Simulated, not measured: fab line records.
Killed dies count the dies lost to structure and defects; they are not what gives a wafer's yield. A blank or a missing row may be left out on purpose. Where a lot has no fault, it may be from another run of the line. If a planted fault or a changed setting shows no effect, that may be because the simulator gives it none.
Which tool is to blame?	flow sky130	Sampling: 13 lots, 39 wafers, 2 of 708 route steps

## WHAT EACH GAUGE READ, for each wafer
SKY_FIELD_ISO_THK_MEAS_04.
lot	measured	on	FIELD_ISO_CVD_03_THK (nm)
L393	day 1 21:54	filmMetro-01	164.3 164.4 165.9
L395	day 2 05:06	filmMetro-03	163.9 162.5 163.5
L397	day 2 17:29	filmMetro-01	165.6 163.5 163.8
L400	day 3 06:34	filmMetro-03	166.3 165.6 165.4
L399	day 3 06:35	filmMetro-01	165.9 165.0 164.9
L402	day 3 16:31	filmMetro-03	162.0 163.4 162.8
L403	day 3 23:05	filmMetro-02	165.7 166.3 165.4
L405	day 4 07:18	filmMetro-02	166.3 167.7 167.4
L407	day 4 18:10	filmMetro-02	167.4 166.6 167.2
L410	day 5 07:29	filmMetro-02	164.8 165.2 164.5
L412	day 5 19:42	filmMetro-01	167.2 167.2 167.1
L413	day 5 23:21	filmMetro-02	163.9 165.3 163.3
L415	day 6 10:55	filmMetro-01	168.4 167.7 166.0

SKY_FIELD_ISO_CD_MEAS_13: target cd 150 nm.
lot	measured	on	cdNm (nm)
L393	day 2 11:58	cdSem-02	150.8 149.7 150.2
L395	day 2 20:08	cdSem-01	151.1 152.1 149.3
L397	day 3 08:50	cdSem-01	149.1 149.3 149.4
L400	day 3 22:05	cdSem-02	148.8 146.9 148.8
L399	day 3 22:01	cdSem-02	149.8 151.4 150.1
L402	day 4 08:34	cdSem-02	152.3 152.6 150.8
L403	day 4 16:13	cdSem-01	149.8 150.7 150.0
L405	day 5 00:12	cdSem-02	153.3 151.3 150.5
L407	day 5 12:35	cdSem-02	152.6 151.9 152.0
L410	day 6 00:42	cdSem-01	149.8 150.8 149.8
L412	day 6 13:55	cdSem-01	149.1 150.1 150.1
L413	day 6 17:37	cdSem-02	149.9 150.9 149.2
L415	day 7 05:55	cdSem-01	147.7 148.1 148.7

## EACH LOT AND THE TOOL THAT RAN IT (in order: tool; ch and the chambers of the sampled wafers; start)
Record: no process step prior to these readings.

## WHAT THE TOOLS THEMSELVES READ (means of the sampled wafers that have a number; where no wafer has one, the mark that the record gives instead)
The record holds no such reading with a usual standard deviation.

## THE ANSWER, worked out from the rows above alone
Rule: the usual values come from the lots themselves. Put in order of their means at a reading, lots are off if they are a third of the lots or fewer, leave a main group of 4 or more, and stand apart from it by a gap of 3 or more times the standard deviation of the main group's means; of several such gaps the widest counts. A main group is skipped when, at the precision printed for the reading in the tables above, its means are all equal. Also off: a lot with no number at a reading for which 4 or more lots have one. All remaining lots with rows at the step are treated as sound. First the gauges in route order, then the tools' own readings, where a lot's mean is used as printed above. The first step at which some lot is off is used, and at that step the reading that is off furthest; a lot without a number counts as furthest.
No lot is off at any reading shown: from this, nothing can be told.

## WHAT WAS PUT IN BY THE SIMULATOR
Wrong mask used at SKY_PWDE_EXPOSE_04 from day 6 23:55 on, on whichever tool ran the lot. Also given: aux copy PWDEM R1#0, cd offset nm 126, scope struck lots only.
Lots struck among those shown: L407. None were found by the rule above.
